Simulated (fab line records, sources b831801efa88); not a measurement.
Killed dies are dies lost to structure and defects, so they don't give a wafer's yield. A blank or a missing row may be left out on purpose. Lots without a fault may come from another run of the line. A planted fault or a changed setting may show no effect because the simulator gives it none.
Chamber matching | flow sky130 | SKY_VIA4_CMP_02 on cmp-02: 4 sister chambers
The step polishes SiO2. 4 wafers are shown with their chamber, then 10 later ones without.

WAFERS WITH THEIR CHAMBER
wafer  | chamber | motor_current_A (A)
L081.3 | 2       | 10.3
L081.4 | 0       | 11.4
L081.1 | 1       | 14.0
L081.5 | 3       | 11.7

WAFERS WITHOUT THEIR CHAMBER
wafer  | motor_current_A (A)
L081.6 | 10.6
L083.1 | 11.1
L083.3 | 10.3
L083.5 | 11.2
L088.1 | 11.0
L088.4 | 14.1
L088.6 | 11.2
L095.1 | 10.3
L095.3 | 11.0
L095.4 | 11.3

WHICH CHAMBER EACH WENT THROUGH
wafer  | from the rows above          | in truth
L081.6 | 2                            | 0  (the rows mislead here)
L083.1 | can't be placed: 0 or 3      | 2
L083.3 | 2                            | 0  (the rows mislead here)
L083.5 | can't be placed: 0 or 3      | 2
L088.1 | can't be placed: 0 or 2 or 3 | 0
L088.4 | 1                            | 1
L088.6 | can't be placed: 0 or 3      | 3
L095.1 | 2                            | 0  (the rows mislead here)
L095.3 | can't be placed: 0 or 2 or 3 | 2
L095.4 | can't be placed: 0 or 3      | 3
Placed correctly: 1 of 10. Can't be placed from these rows: 6 (the true chamber is among the candidates in 4). Placed wrongly: 3.
How it was worked out, from the rows above alone: a wafer's distance from a chamber is the root of the sum, over the readings, of the square of ((its reading less the chamber's mean) divided by the reading's scatter). The wafer belongs to the nearest chamber; if the next one is less than 2 further off, it can't be placed. A chamber's mean is the mean of its shown wafers. The scatter: with one shown wafer a chamber, the root of the mean of the squares of how far each hidden wafer lies from its nearest shown one.
